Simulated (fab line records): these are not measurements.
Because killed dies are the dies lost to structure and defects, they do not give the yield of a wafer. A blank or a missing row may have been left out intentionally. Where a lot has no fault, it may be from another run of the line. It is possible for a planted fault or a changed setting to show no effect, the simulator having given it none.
fab line records + flow sky130
record:
- lots: 13
- wafers: 39
- last_day: 50
route steps=708 shown NWELL@60 SONOS_ONO@171 PAD_OPEN@708
lots that met no fault: from a run of the same line without faults
start_h: start of the lot's first displayed wafer, in hours after the record's first day + wait_h: hours elapsed since this lot's preceding step + " unchanged from the row above + L1.1+2: a single row standing in for several wafers + - no value, or no start given + * or withheld: withheld + < > ~ a bound
route shown NAME@n: names a module that has steps shown in the file, with the first one's number in the route + usual: the fault-free wafers' mean and standard deviation + same: alike in all rows + chamber/n: place in a boat + sites: readings site by site + _std_site: how widely they spread, as a standard deviation + _edge_site: the outer-site mean with the inner-site mean subtracted + radius_mm: for every site, how far away it sits from the centre of the wafer + mask NAME#n: copy n + behind: the last tool/chamber to shape the wafer + hold: reason for holding the lot/hours on hold/outcome of the hold + device: names the non-switching transistor (n, p or np) + end of line: the same wafers' tests at the end of the route + a step with no rows: only its recipe + killed: dies lost to structure and defects at the first sort, not the wafer's yield + map: shows each die of a wafer: x if killed, . if not, _ if none is there
set.NAME: the run value of the setting; set.NAME@STEP: its run value at that earlier step + model.NAME: the simulator's own value behind a step, which no gauge read
one table for each step of the route and one row for each wafer, over a sample of lots
services: from which hour (start_h, from the record's first day; less than 0 if before it) a tool's chamber was out of use, for how many hours, and why
== steps ==
step: SKY_NWELL_EXPOSE_07
recipe:
- mask_id: NWM
- na: 0.6
- source_shape: conventional
- sigma_outer: 0.6
- polarization: unpolarized
- target_cd_nm: 840
- dose_mj: 255
usual:
- reticle_temp_C: 23.02/0.11
| lot.wafer | tool             | chamber | start_h | wait_h | mask  | reticle_temp_C |
|-----------|------------------|---------|---------|--------|-------|----------------|
| L897.2    | iline_stepper-01 | 0       | 83.24   | -      | NWM#0 | 22.86          |
| L897.3    | "                | 0       | "       | "      | NWM#0 | 23.00          |
| L897.6    | "                | 0       | "       | "      | NWM#0 | 22.94          |
| L898.2    | iline_stepper-01 | 0       | 89.39   | -      | NWM#0 | 23.09          |
| L898.3    | "                | 0       | "       | "      | NWM#0 | 23.16          |
| L898.4    | "                | 0       | "       | "      | NWM#0 | 23.08          |
| L900.1    | iline_stepper-01 | 0       | 98.13   | -      | NWM#0 | 23.00          |
| L900.3    | "                | 0       | "       | "      | NWM#0 | 23.10          |
| L900.5    | "                | 0       | "       | "      | NWM#0 | 23.18          |
| L901.1    | iline_stepper-01 | 0       | 104.26  | -      | NWM#0 | 23.04          |
| L901.4    | "                | 0       | "       | "      | NWM#0 | 22.93          |
| L901.6    | "                | 0       | "       | "      | NWM#0 | 23.01          |
| L903.1    | iline_stepper-02 | 0       | 117.25  | -      | NWM#0 | 23.12          |
| L903.3    | "                | 0       | "       | "      | NWM#0 | 23.03          |
| L903.4    | "                | 0       | "       | "      | NWM#0 | 23.16          |
| L907.1    | iline_stepper-01 | 0       | 145.82  | -      | NWM#0 | 23.01          |
| L907.4    | "                | 0       | "       | "      | NWM#0 | 22.92          |
| L907.5    | "                | 0       | "       | "      | NWM#0 | 23.00          |
| L908.1    | iline_stepper-02 | 0       | 149.90  | -      | NWM#0 | 23.20          |
| L908.3    | "                | 0       | "       | "      | NWM#0 | 23.19          |
| L908.6    | "                | 0       | "       | "      | NWM#0 | 23.24          |
| L909.1    | iline_stepper-01 | 0       | 155.33  | -      | NWM#0 | 22.92          |
| L909.4    | "                | 0       | "       | "      | NWM#0 | 22.97          |
| L909.5    | "                | 0       | "       | "      | NWM#0 | 23.01          |
| L910.1    | iline_stepper-02 | 0       | 162.55  | -      | NWM#0 | 23.09          |
| L910.2    | "                | 0       | "       | "      | NWM#0 | 22.90          |
| L910.6    | "                | 0       | "       | "      | NWM#0 | 23.08          |
| L912.1    | iline_stepper-01 | 0       | 171.15  | -      | NWM#0 | 23.07          |
| L912.2    | "                | 0       | "       | "      | NWM#0 | 23.03          |
| L912.5    | "                | 0       | "       | "      | NWM#0 | 23.12          |
| L914.1    | iline_stepper-02 | 0       | 180.58  | -      | NWM#0 | 23.06          |
| L914.4    | "                | 0       | "       | "      | NWM#0 | 23.13          |
| L914.6    | "                | 0       | "       | "      | NWM#0 | 22.92          |
| L918.1    | iline_stepper-02 | 0       | 216.08  | -      | NWM#0 | 23.07          |
| L918.3    | "                | 0       | "       | "      | NWM#0 | 23.06          |
| L918.5    | "                | 0       | "       | "      | NWM#0 | 23.08          |
| L919.3    | iline_stepper-02 | 0       | 216.36  | -      | NWM#0 | 23.05          |
| L919.4    | "                | 0       | "       | "      | NWM#0 | 23.00          |
| L919.5    | "                | 0       | "       | "      | NWM#0 | 23.03          |
step: SKY_NWELL_OVL_MEAS_10
usual:
- NWELL_00_OVL: 0.2/1.2
| lot.wafer | tool       | chamber | start_h | wait_h | NWELL_00_OVL[nm] |
|-----------|------------|---------|---------|--------|------------------|
| L897.2    | overlay-02 | -       | 91.28   | -      | -0.6             |
| L897.3    | "          | -       | "       | "      | 2.5              |
| L897.6    | "          | -       | "       | "      | 1.7              |
| L898.2    | overlay-01 | -       | 98.59   | -      | 0.5              |
| L898.3    | "          | -       | "       | "      | 0.7              |
| L898.4    | "          | -       | "       | "      | 0.5              |
| L900.1    | overlay-01 | -       | 106.88  | -      | -2.3             |
| L900.3    | "          | -       | "       | "      | -2.4             |
| L900.5    | "          | -       | "       | "      | 0.1              |
| L901.1    | overlay-02 | -       | 113.22  | -      | 0.8              |
| L901.4    | "          | -       | "       | "      | 1.8              |
| L901.6    | "          | -       | "       | "      | -1.2             |
| L903.1    | overlay-02 | -       | 126.73  | -      | -0.5             |
| L903.3    | "          | -       | "       | "      | 0.7              |
| L903.4    | "          | -       | "       | "      | 2.5              |
| L907.1    | overlay-01 | -       | 155.82  | -      | -92.4            |
| L907.4    | "          | -       | "       | "      | -91.2            |
| L907.5    | "          | -       | "       | "      | -89.8            |
| L908.1    | overlay-01 | -       | 159.38  | -      | 0.0              |
| L908.3    | "          | -       | "       | "      | 0.3              |
| L908.6    | "          | -       | "       | "      | 0.7              |
| L909.1    | overlay-02 | -       | 163.87  | -      | -90.1            |
| L909.4    | "          | -       | "       | "      | -89.4            |
| L909.5    | "          | -       | "       | "      | -91.0            |
| L910.1    | overlay-01 | -       | 171.37  | -      | 1.8              |
| L910.2    | "          | -       | "       | "      | 2.2              |
| L910.6    | "          | -       | "       | "      | -0.1             |
| L912.1    | overlay-02 | -       | 181.67  | -      | -88.6            |
| L912.2    | "          | -       | "       | "      | -90.2            |
| L912.5    | "          | -       | "       | "      | -90.6            |
| L914.1    | overlay-01 | -       | 190.52  | -      | 0.5              |
| L914.4    | "          | -       | "       | "      | -0.2             |
| L914.6    | "          | -       | "       | "      | 3.1              |
| L918.1    | overlay-02 | -       | 227.47  | -      | -0.2             |
| L918.3    | "          | -       | "       | "      | 0.2              |
| L918.5    | "          | -       | "       | "      | 0.8              |
| L919.3    | overlay-02 | -       | 227.84  | -      | 1.4              |
| L919.4    | "          | -       | "       | "      | 1.3              |
| L919.5    | "          | -       | "       | "      | 2.3              |
step: SKY_SONOS_ONO_THK_MEAS_03
recipe:
- reads: Si3N4_of_SONOS_ONO_CVD_02
usual:
- SONOS_ONO_CVD_02_THK: 10.83/0.16
| lot.wafer | tool          | chamber | start_h | wait_h | SONOS_ONO_CVD_02_THK[nm] |
|-----------|---------------|---------|---------|--------|--------------------------|
| L897.2    | film_metro-02 | -       | 261.80  | 0.0    | 10.90                    |
| L897.3    | "             | -       | "       | "      | 10.95                    |
| L897.6    | "             | -       | "       | "      | 11.06                    |
| L898.2    | film_metro-01 | -       | 269.85  | 0.0    | 10.60                    |
| L898.3    | "             | -       | "       | "      | 10.64                    |
| L898.4    | "             | -       | "       | "      | 10.65                    |
| L900.1    | film_metro-01 | -       | 281.98  | 0.0    | 10.63                    |
| L900.3    | "             | -       | "       | "      | 10.67                    |
| L900.5    | "             | -       | "       | "      | 10.66                    |
| L901.1    | film_metro-01 | -       | 298.57  | 0.0    | 10.64                    |
| L901.4    | "             | -       | "       | "      | 10.64                    |
| L901.6    | "             | -       | "       | "      | 10.74                    |
| L903.1    | film_metro-02 | -       | 310.46  | 0.0    | 10.51                    |
| L903.3    | "             | -       | "       | "      | 10.71                    |
| L903.4    | "             | -       | "       | "      | 10.49                    |
| L907.1    | film_metro-02 | -       | 351.84  | 0.0    | 10.91                    |
| L907.4    | "             | -       | "       | "      | 10.89                    |
| L907.5    | "             | -       | "       | "      | 10.89                    |
| L908.1    | film_metro-01 | -       | 351.84  | 0.0    | 10.87                    |
| L908.3    | "             | -       | "       | "      | 10.92                    |
| L908.6    | "             | -       | "       | "      | 10.74                    |
| L909.1    | film_metro-01 | -       | 365.73  | 0.0    | 10.74                    |
| L909.4    | "             | -       | "       | "      | 10.87                    |
| L909.5    | "             | -       | "       | "      | 10.73                    |
| L910.1    | film_metro-02 | -       | 375.36  | 0.0    | 10.94                    |
| L910.2    | "             | -       | "       | "      | 10.87                    |
| L910.6    | "             | -       | "       | "      | 10.82                    |
| L912.1    | film_metro-01 | -       | 389.07  | 0.0    | 10.94                    |
| L912.2    | "             | -       | "       | "      | 10.94                    |
| L912.5    | "             | -       | "       | "      | 10.93                    |
| L914.1    | film_metro-03 | -       | 404.56  | 0.0    | 11.04                    |
| L914.4    | "             | -       | "       | "      | 11.03                    |
| L914.6    | "             | -       | "       | "      | 10.90                    |
| L918.1    | film_metro-01 | -       | 451.90  | 0.0    | 10.88                    |
| L918.3    | "             | -       | "       | "      | 10.79                    |
| L918.5    | "             | -       | "       | "      | 10.76                    |
| L919.3    | film_metro-03 | -       | 451.92  | 0.0    | 10.84                    |
| L919.4    | "             | -       | "       | "      | 10.62                    |
| L919.5    | "             | -       | "       | "      | 10.83                    |
step: SKY_SONOS_ONO_THK_MEAS_05
recipe:
- reads: SiO2_of_SONOS_ONO_CVD_04
usual:
- SONOS_ONO_CVD_04_THK: 5.63/0.1
| lot.wafer | tool          | chamber | start_h | wait_h | SONOS_ONO_CVD_04_THK[nm] |
|-----------|---------------|---------|---------|--------|--------------------------|
| L897.2    | film_metro-02 | -       | 263.11  | 0.0    | 5.53                     |
| L897.3    | "             | -       | "       | "      | 5.71                     |
| L897.6    | "             | -       | "       | "      | 5.65                     |
| L898.2    | film_metro-03 | -       | 271.16  | 0.0    | 5.55                     |
| L898.3    | "             | -       | "       | "      | 5.62                     |
| L898.4    | "             | -       | "       | "      | 5.47                     |
| L900.1    | film_metro-01 | -       | 283.29  | 0.0    | 5.56                     |
| L900.3    | "             | -       | "       | "      | 5.55                     |
| L900.5    | "             | -       | "       | "      | 5.58                     |
| L901.1    | film_metro-01 | -       | 299.88  | 0.0    | 5.46                     |
| L901.4    | "             | -       | "       | "      | 5.64                     |
| L901.6    | "             | -       | "       | "      | 5.53                     |
| L903.1    | film_metro-01 | -       | 311.77  | 0.0    | 5.45                     |
| L903.3    | "             | -       | "       | "      | 5.42                     |
| L903.4    | "             | -       | "       | "      | 5.47                     |
| L907.1    | film_metro-02 | -       | 353.15  | 0.0    | 5.53                     |
| L907.4    | "             | -       | "       | "      | 5.70                     |
| L907.5    | "             | -       | "       | "      | 5.61                     |
| L908.1    | film_metro-01 | -       | 353.15  | 0.0    | 5.61                     |
| L908.3    | "             | -       | "       | "      | 5.67                     |
| L908.6    | "             | -       | "       | "      | 5.74                     |
| L909.1    | film_metro-03 | -       | 367.04  | 0.0    | 5.68                     |
| L909.4    | "             | -       | "       | "      | 5.80                     |
| L909.5    | "             | -       | "       | "      | 5.68                     |
| L910.1    | film_metro-02 | -       | 376.67  | 0.0    | 5.76                     |
| L910.2    | "             | -       | "       | "      | 5.75                     |
| L910.6    | "             | -       | "       | "      | 5.76                     |
| L912.1    | film_metro-02 | -       | 390.38  | 0.0    | 5.72                     |
| L912.2    | "             | -       | "       | "      | 5.70                     |
| L912.5    | "             | -       | "       | "      | 5.63                     |
| L914.1    | film_metro-03 | -       | 405.87  | 0.0    | 5.47                     |
| L914.4    | "             | -       | "       | "      | 5.47                     |
| L914.6    | "             | -       | "       | "      | 5.53                     |
| L918.1    | film_metro-03 | -       | 453.21  | 0.0    | 5.75                     |
| L918.3    | "             | -       | "       | "      | 5.70                     |
| L918.5    | "             | -       | "       | "      | 5.73                     |
| L919.3    | film_metro-02 | -       | 453.23  | 0.0    | 5.57                     |
| L919.4    | "             | -       | "       | "      | 5.57                     |
| L919.5    | "             | -       | "       | "      | 5.60                     |
step: SKY_SONOS_ONO_OVL_MEAS_14
usual:
- SONOS_ONO_OVL: 1.4/1.4
| lot.wafer | tool       | chamber | start_h | wait_h | SONOS_ONO_OVL[nm] |
|-----------|------------|---------|---------|--------|-------------------|
| L897.2    | overlay-01 | -       | 288.49  | 0.1    | 4.3               |
| L897.3    | "          | -       | "       | "      | 3.9               |
| L897.6    | "          | -       | "       | "      | 3.2               |
| L898.2    | overlay-01 | -       | 296.20  | 0.1    | 4.6               |
| L898.3    | "          | -       | "       | "      | 3.7               |
| L898.4    | "          | -       | "       | "      | 3.0               |
| L900.1    | overlay-02 | -       | 308.65  | 0.1    | 3.6               |
| L900.3    | "          | -       | "       | "      | 1.6               |
| L900.5    | "          | -       | "       | "      | 2.1               |
| L901.1    | overlay-02 | -       | 326.40  | 0.1    | 0.8               |
| L901.4    | "          | -       | "       | "      | -0.8              |
| L901.6    | "          | -       | "       | "      | 0.7               |
| L903.1    | overlay-02 | -       | 338.35  | 0.1    | 1.1               |
| L903.3    | "          | -       | "       | "      | -0.6              |
| L903.4    | "          | -       | "       | "      | 0.7               |
| L908.1    | overlay-01 | -       | 382.33  | 0.1    | 1.8               |
| L908.3    | "          | -       | "       | "      | 1.0               |
| L908.6    | "          | -       | "       | "      | 2.2               |
| L907.1    | overlay-02 | -       | 382.45  | 0.1    | 1.6               |
| L907.4    | "          | -       | "       | "      | 2.8               |
| L907.5    | "          | -       | "       | "      | 1.0               |
| L909.1    | overlay-02 | -       | 396.53  | 0.1    | -1.4              |
| L909.4    | "          | -       | "       | "      | 1.1               |
| L909.5    | "          | -       | "       | "      | 1.2               |
| L910.1    | overlay-01 | -       | 404.39  | 0.1    | -1.1              |
| L910.2    | "          | -       | "       | "      | 1.1               |
| L910.6    | "          | -       | "       | "      | 1.0               |
| L912.1    | overlay-01 | -       | 419.20  | 0.1    | -1.4              |
| L912.2    | "          | -       | "       | "      | 0.4               |
| L912.5    | "          | -       | "       | "      | -1.6              |
| L914.1    | overlay-01 | -       | 434.84  | 0.1    | 1.2               |
| L914.4    | "          | -       | "       | "      | 2.0               |
| L914.6    | "          | -       | "       | "      | -0.8              |
| L918.1    | overlay-02 | -       | 483.30  | 0.1    | 0.0               |
| L918.3    | "          | -       | "       | "      | 3.0               |
| L918.5    | "          | -       | "       | "      | 2.3               |
| L919.3    | overlay-02 | -       | 483.84  | 0.1    | 1.2               |
| L919.4    | "          | -       | "       | "      | 1.3               |
| L919.5    | "          | -       | "       | "      | 0.6               |
step: SKY_PAD_OPEN_PROBE_99
usual:
- killed_at_M0_to_M3: 42/6.9
- killed_at_M4_up: 3.2/1.7
- killed_at_contacts: 25/5.1
- killed_at_front_end: 15/4.5
- killed_at_other: 0.4/0.63
- killed_dies: 86/9.3
- killed_open: 46/7
- killed_short: 39/6.9
same:
- gross_dies: 492
- killed_at_back_side: 0
| lot.wafer | tool      | chamber | start_h | wait_h | killed_at_M0_to_M3 | killed_at_M4_up | killed_at_contacts | killed_at_front_end | killed_at_other | killed_dies | killed_open | killed_short |
|-----------|-----------|---------|---------|--------|--------------------|-----------------|--------------------|---------------------|-----------------|-------------|-------------|--------------|
| L903.1    | prober-02 | -       | 1124.90 | 0.1    | 47                 | 3               | 25                 | 15                  | 0               | 90          | 50          | 40           |
| L903.3    | prober-02 | -       | 1125.00 | 0.2    | 47                 | 2               | 13                 | 9                   | 1               | 72          | 32          | 39           |
| L903.4    | prober-02 | -       | 1125.05 | 0.2    | 48                 | 5               | 20                 | 6                   | 0               | 79          | 43          | 36           |
| L907.1    | prober-02 | -       | 1153.53 | 0.1    | 31                 | 5               | 28                 | 20                  | 0               | 84          | 41          | 42           |
| L907.4    | prober-02 | -       | 1153.68 | 0.2    | 32                 | 4               | 37                 | 13                  | 0               | 86          | 50          | 35           |
| L907.5    | prober-02 | -       | 1153.73 | 0.2    | 47                 | 3               | 24                 | 17                  | 0               | 91          | 50          | 40           |
killed by level:class
L903.1 LI_CONTACT:geometric_particle:open=10 VIA1:geometric_particle:open=9 CONTACT:geometric_particle:open=8 VIA2:geometric_particle:open=7 VIA3:geometric_particle:open=7 METAL2:geometric_particle:short=6 METAL3:geometric_particle:short=6 FIELD_ISO:geometric_particle:short=4
L903.3 VIA1:geometric_particle:open=10 METAL1:geometric_particle:short=8 METAL2:geometric_particle:short=5 CONTACT:geometric_particle:open=5 VIA3:geometric_particle:open=5 VIA1:geometric_particle:short=5 VIA3:geometric_particle:short=4 POLY_GATE:geometric_particle:short=3
L903.4 CONTACT:geometric_particle:open=13 METAL1:geometric_particle:short=9 METAL2:geometric_particle:short=8 VIA1:geometric_particle:short=5 VIA2:geometric_particle:open=5 METAL3:geometric_particle:short=5 LI_CONTACT:geometric_particle:open=4 VIA1:geometric_particle:open=4
L907.1 CONTACT:geometric_particle:open=9 FIELD_ISO:geometric_particle:open=7 CONTACT:geometric_particle:short=7 FIELD_ISO:geometric_particle:short=6 VIA1:geometric_particle:open=6 LOCAL_INTERCONNECT:geometric_particle:short=6 METAL2:geometric_particle:short=6 LI_CONTACT:geometric_particle:open=5
L907.4 CONTACT:geometric_particle:open=16 LI_CONTACT:geometric_particle:open=8 VIA2:geometric_particle:open=6 VIA1:geometric_particle:open=5 LI_CONTACT:geometric_particle:short=4 METAL2:geometric_particle:short=4 LOCAL_INTERCONNECT:geometric_particle:short=4 CONTACT:geometric_particle:short=4
L907.5 VIA1:geometric_particle:open=12 METAL1:geometric_particle:short=10 LI_CONTACT:geometric_particle:open=9 VIA2:geometric_particle:open=7 FIELD_ISO:geometric_particle:open=6 VIA3:geometric_particle:open=6 FIELD_ISO:geometric_particle:short=5 LOCAL_INTERCONNECT:geometric_particle:short=4
== services ==
| tool             | chamber | start_h | hours | kind                    |
|------------------|---------|---------|-------|-------------------------|
| iline_stepper-01 | -       | 71.41   | 2.1   | pm                      |
| iline_stepper-01 | -       | 73.49   | -     | consumable_replace:lamp |
| iline_stepper-01 | -       | 73.49   | 1.7   | pm                      |
| iline_stepper-02 | 0       | 83.18   | -     | calibration             |
| iline_stepper-02 | -       | 95.70   | 2.1   | pm                      |
| iline_stepper-02 | -       | 97.78   | -     | consumable_replace:lamp |
| iline_stepper-02 | -       | 109.00  | 0.8   | pm                      |
| iline_stepper-01 | 0       | 121.56  | -     | calibration             |
| iline_stepper-01 | -       | 158.53  | 4.4   | pm                      |
| iline_stepper-01 | -       | 189.01  | 4.8   | repair                  |
| iline_stepper-02 | -       | 196.78  | 1.7   | pm                      |
== key ==
first_sign:
- step: SKY_NWELL_OVL_MEAS_10
- reading: NWELL_00_OVL
- direction: down
- sigmas: 75
- usual: 0.2
- struck: -90.4
effect none on later readings
met_at SKY_NWELL_EXPOSE_07
struck_lots L907,L909,L912
tester_left_out L907,L909,L912
not_acting_at SKY_SONOS_ONO_THK_MEAS_03,SKY_SONOS_ONO_THK_MEAS_05,SKY_SONOS_ONO_OVL_MEAS_14
onset_between 104.26 145.82
fault:
- kind: scanner_matching_overlay
- tool: iline_stepper-01
- chamber: -
- onset_h: 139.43
- steps: SKY_NWELL_EXPOSE_07
- offset: -90.119
tester_left_out: of these lots the tester's yield and bins aren't shown, on N5 and GAA mostly nor the transistor test; their killed dies are dies lost to structure and defects alone, not to doping, threshold or leakage, so they don't give the yield
